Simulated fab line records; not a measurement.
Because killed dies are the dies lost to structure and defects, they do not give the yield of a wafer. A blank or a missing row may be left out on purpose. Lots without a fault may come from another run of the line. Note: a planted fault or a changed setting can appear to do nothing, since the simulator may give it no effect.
Which tool was responsible? / flow sky130 / Sampling: 14 lots, 42 wafers, 5 of 708 route steps

## WHAT EACH GAUGE READ, for each wafer
SKY_VT_ADJUST_LVTN_TW_MEAS_21.
lot=L978; measured=day 7 20:20; on=filmMetro-04; VT_ADJUST_LVTN_2_TW=187.6 186.3 187.9
lot=L980; measured=day 8 07:34; on=filmMetro-04; VT_ADJUST_LVTN_2_TW=187.1 187.4 188.3
lot=L981; measured=day 8 12:07; on=filmMetro-01; VT_ADJUST_LVTN_2_TW=190.1 190.5 189.4
lot=L982; measured=day 8 18:29; on=filmMetro-02; VT_ADJUST_LVTN_2_TW=185.0 184.2 184.6
lot=L984; measured=day 9 22:10; on=filmMetro-02; VT_ADJUST_LVTN_2_TW=185.8 185.3 185.6
lot=L987; measured=day 10 11:41; on=filmMetro-04; VT_ADJUST_LVTN_2_TW=188.1 186.9 187.4
lot=L988; measured=day 10 15:13; on=filmMetro-02; VT_ADJUST_LVTN_2_TW=185.4 186.7 186.4
lot=L990; measured=day 11 02:13; on=filmMetro-02; VT_ADJUST_LVTN_2_TW=186.1 187.9 185.3
lot=L992; measured=day 11 20:15; on=filmMetro-01; VT_ADJUST_LVTN_2_TW=191.1 192.5 192.2
lot=L993; measured=day 12 02:59; on=filmMetro-04; VT_ADJUST_LVTN_2_TW=187.0 187.1 188.0
lot=L994; measured=day 12 03:17; on=filmMetro-02; VT_ADJUST_LVTN_2_TW=186.3 186.5 186.3
lot=L995; measured=day 12 20:19; on=filmMetro-04; VT_ADJUST_LVTN_2_TW=188.2 188.8 187.9
lot=L100; measured=day 14 02:12; on=filmMetro-01; VT_ADJUST_LVTN_2_TW=189.6 190.1 189.6
lot=L101; measured=day 14 07:21; on=filmMetro-02; VT_ADJUST_LVTN_2_TW=185.4 184.4 185.7

SKY_VT_ADJUST_HVTR_TW_MEAS_11.
lot=L978; measured=day 9 14:24; on=filmMetro-03; VT_ADJUST_HVTR_TW=210.2 212.1 210.8
lot=L980; measured=day 10 03:10; on=filmMetro-03; VT_ADJUST_HVTR_TW=209.5 209.7 209.8
lot=L981; measured=day 10 08:16; on=filmMetro-04; VT_ADJUST_HVTR_TW=211.1 211.2 212.0
lot=L982; measured=day 10 14:26; on=filmMetro-02; VT_ADJUST_HVTR_TW=209.0 208.9 208.0
lot=L984; measured=day 11 20:11; on=filmMetro-04; VT_ADJUST_HVTR_TW=210.2 209.2 210.4
lot=L987; measured=day 12 09:53; on=filmMetro-03; VT_ADJUST_HVTR_TW=209.9 210.4 210.8
lot=L988; measured=day 12 13:58; on=filmMetro-02; VT_ADJUST_HVTR_TW=208.8 208.5 207.3
lot=L990; measured=day 13 03:07; on=filmMetro-03; VT_ADJUST_HVTR_TW=210.6 210.7 210.7
lot=L992; measured=day 13 22:37; on=filmMetro-04; VT_ADJUST_HVTR_TW=210.3 210.6 210.9
lot=L993; measured=day 14 06:39; on=filmMetro-03; VT_ADJUST_HVTR_TW=210.7 210.4 210.2
lot=L994; measured=day 14 07:11; on=filmMetro-03; VT_ADJUST_HVTR_TW=210.9 210.5 210.6
lot=L995; measured=day 14 23:22; on=filmMetro-02; VT_ADJUST_HVTR_TW=208.2 207.3 207.5
lot=L100; measured=day 16 09:13; on=filmMetro-02; VT_ADJUST_HVTR_TW=207.4 206.4 207.5
lot=L101; measured=day 16 14:43; on=filmMetro-02; VT_ADJUST_HVTR_TW=207.4 207.2 207.2

SKY_SONOS_TUNNEL_CD_MEAS_07: target cd 410 nm.
lot=L978; measured=day 11 11:02; on=cdSem-02; cdNm (nm)=408.8 410.9 411.6
lot=L980; measured=day 11 23:55; on=cdSem-01; cdNm (nm)=408.8 406.0 407.0
lot=L981; measured=day 12 07:19; on=cdSem-02; cdNm (nm)=410.3 411.9 410.5
lot=L982; measured=day 12 12:56; on=cdSem-01; cdNm (nm)=412.6 413.1 411.6
lot=L984; measured=day 13 23:04; on=cdSem-02; cdNm (nm)=409.0 410.8 410.0
lot=L987; measured=day 14 13:34; on=cdSem-01; cdNm (nm)=410.6 409.7 411.2
lot=L988; measured=day 14 16:38; on=cdSem-02; cdNm (nm)=410.8 409.5 409.9
lot=L990; measured=day 15 06:46; on=cdSem-02; cdNm (nm)=407.5 407.5 408.6
lot=L992; measured=day 16 03:58; on=cdSem-02; cdNm (nm)=406.1 406.4 405.6
lot=L993; measured=day 16 12:43; on=cdSem-02; cdNm (nm)=417.1 417.9 416.8
lot=L994; measured=day 16 14:06; on=cdSem-01; cdNm (nm)=421.3 420.7 419.1
lot=L995; measured=day 17 08:08; on=cdSem-01; cdNm (nm)=414.0 418.6 416.9
lot=L100; measured=day 18 21:25; on=cdSem-02; cdNm (nm)=414.0 413.4 411.8
lot=L101; measured=day 19 01:40; on=cdSem-02; cdNm (nm)=411.5 411.8 413.8

SKY_SONOS_ONO_OVL_MEAS_14.
lot=L978; measured=day 12 16:43; on=overlay-01; SONOS_ONO_OVL (nm)=-0.7 -1.0 -0.5
lot=L980; measured=day 13 05:49; on=overlay-01; SONOS_ONO_OVL (nm)=2.2 4.0 2.4
lot=L981; measured=day 13 13:48; on=overlay-02; SONOS_ONO_OVL (nm)=1.6 3.7 2.7
lot=L982; measured=day 13 19:56; on=overlay-01; SONOS_ONO_OVL (nm)=-0.7 1.7 0.4
lot=L984; measured=day 15 08:42; on=overlay-01; SONOS_ONO_OVL (nm)=0.7 -1.2 1.4
lot=L987; measured=day 15 23:21; on=overlay-02; SONOS_ONO_OVL (nm)=2.9 1.9 2.2
lot=L988; measured=day 16 00:42; on=overlay-02; SONOS_ONO_OVL (nm)=1.4 -1.3 0.7
lot=L990; measured=day 16 21:22; on=overlay-02; SONOS_ONO_OVL (nm)=3.5 4.0 3.8
lot=L992; measured=day 17 15:00; on=overlay-01; SONOS_ONO_OVL (nm)=0.2 0.4 1.1
lot=L993; measured=day 17 22:08; on=overlay-02; SONOS_ONO_OVL (nm)=0.1 0.6 0.4
lot=L994; measured=day 18 01:14; on=overlay-01; SONOS_ONO_OVL (nm)=-0.8 0.1 0.0
lot=L995; measured=day 18 18:59; on=overlay-02; SONOS_ONO_OVL (nm)=2.1 2.8 1.6
lot=L100; measured=day 20 08:46; on=overlay-02; SONOS_ONO_OVL (nm)=2.8 1.3 -2.7
lot=L101; measured=day 20 13:01; on=overlay-01; SONOS_ONO_OVL (nm)=0.1 -0.8 -3.1

## EACH LOT AND THE TOOL THAT RAN IT (in order: tool; ch and the chambers of the sampled wafers; start)
lot=L978; SKY_SONOS_TUNNEL_DEVELOP_06=lithoTrack-02 ch 0, day 11 10:53
lot=L980; SKY_SONOS_TUNNEL_DEVELOP_06=lithoTrack-02 ch 0, day 11 23:46
lot=L981; SKY_SONOS_TUNNEL_DEVELOP_06=lithoTrack-02 ch 0, day 12 07:10
lot=L982; SKY_SONOS_TUNNEL_DEVELOP_06=lithoTrack-03 ch 0, day 12 12:48
lot=L984; SKY_SONOS_TUNNEL_DEVELOP_06=lithoTrack-03 ch 0, day 13 22:55
lot=L987; SKY_SONOS_TUNNEL_DEVELOP_06=lithoTrack-01 ch 0, day 14 13:26
lot=L988; SKY_SONOS_TUNNEL_DEVELOP_06=lithoTrack-01 ch 0, day 14 16:29
lot=L990; SKY_SONOS_TUNNEL_DEVELOP_06=lithoTrack-03 ch 0, day 15 06:37
lot=L992; SKY_SONOS_TUNNEL_DEVELOP_06=lithoTrack-03 ch 0, day 16 03:49
lot=L993; SKY_SONOS_TUNNEL_DEVELOP_06=lithoTrack-01 ch 0, day 16 12:35
lot=L994; SKY_SONOS_TUNNEL_DEVELOP_06=lithoTrack-01 ch 0, day 16 13:58
lot=L995; SKY_SONOS_TUNNEL_DEVELOP_06=lithoTrack-01 ch 0, day 17 07:59
lot=L100; SKY_SONOS_TUNNEL_DEVELOP_06=lithoTrack-03 ch 0, day 18 21:16
lot=L101; SKY_SONOS_TUNNEL_DEVELOP_06=lithoTrack-02 ch 0, day 19 01:31
- SKY_SONOS_TUNNEL_DEVELOP_06: develop time 60 s.

## WHAT THE TOOLS THEMSELVES READ (means of the sampled wafers that have a number; where no wafer has one, the mark that the record gives instead)
SKY_SONOS_TUNNEL_DEVELOP_06.
lot=L978; tool=lithoTrack-02; developerTempC (C)=22.96
lot=L980; tool=lithoTrack-02; developerTempC (C)=23.07
lot=L981; tool=lithoTrack-02; developerTempC (C)=23.15
lot=L982; tool=lithoTrack-03; developerTempC (C)=22.97
lot=L984; tool=lithoTrack-03; developerTempC (C)=22.98
lot=L987; tool=lithoTrack-01; developerTempC (C)=22.97
lot=L988; tool=lithoTrack-01; developerTempC (C)=22.91
lot=L990; tool=lithoTrack-03; developerTempC (C)=23.14
lot=L992; tool=lithoTrack-03; developerTempC (C)=23.07
lot=L993; tool=lithoTrack-01; developerTempC (C)=20.80
lot=L994; tool=lithoTrack-01; developerTempC (C)=20.66
lot=L995; tool=lithoTrack-01; developerTempC (C)=20.85
lot=L100; tool=lithoTrack-03; developerTempC (C)=22.92
lot=L101; tool=lithoTrack-02; developerTempC (C)=22.95

## THE ANSWER, worked out from the rows above alone
Rule: the lots themselves supply what counts as usual. The widest of any qualifying gaps counts: lots, ordered by their means at a reading, are off when they make up no more than a third of the lots, leave a main group of 4 or more, and stand apart from it by 3 or more times the standard deviation of that group's means. The tables above print the reading to a certain number of digits; a main group whose means all agree to those digits is not used. Also off: a lot with no number at a reading for which 4 or more lots have one. Where the step has rows for the other lots, those lots are counted as sound. First the gauges in route order, then the tools' own readings, where a lot's mean is used as printed above. The first step at which some lot is off is used, and at that step the reading that is off furthest; a lot without a number counts as furthest.
Off, at SKY_SONOS_TUNNEL_DEVELOP_06 on developerTempC: L993, L994, L995. For the main group the mean is 23.01 C and the standard deviation 0.081.
A tool fits if, at that step or a process step before it, it ran every lot that is off, and no sound lot after the first of them. One candidate fits, namely lithoTrack-01 at SKY_SONOS_TUNNEL_DEVELOP_06. A fault onset in the window from L988 (day 14 16:29, its last sound lot) to L993 (day 16 12:35, its first lot off) fits.
On the lots that are off, the tool's own readings at SKY_SONOS_TUNNEL_DEVELOP_06 differ by more than 5 times the standard deviation of the sound lots' means, which bears it out; developerTempC reads 20.77 C there versus 23.01 C on the sound lots.

## WHAT THE SIMULATOR PUT IN
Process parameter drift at SKY_SONOS_TUNNEL_DEVELOP_06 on lithoTrack-01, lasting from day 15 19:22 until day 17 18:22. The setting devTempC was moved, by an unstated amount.
Struck lots among those shown: L993, L994, L995. The same result came from the rule above.
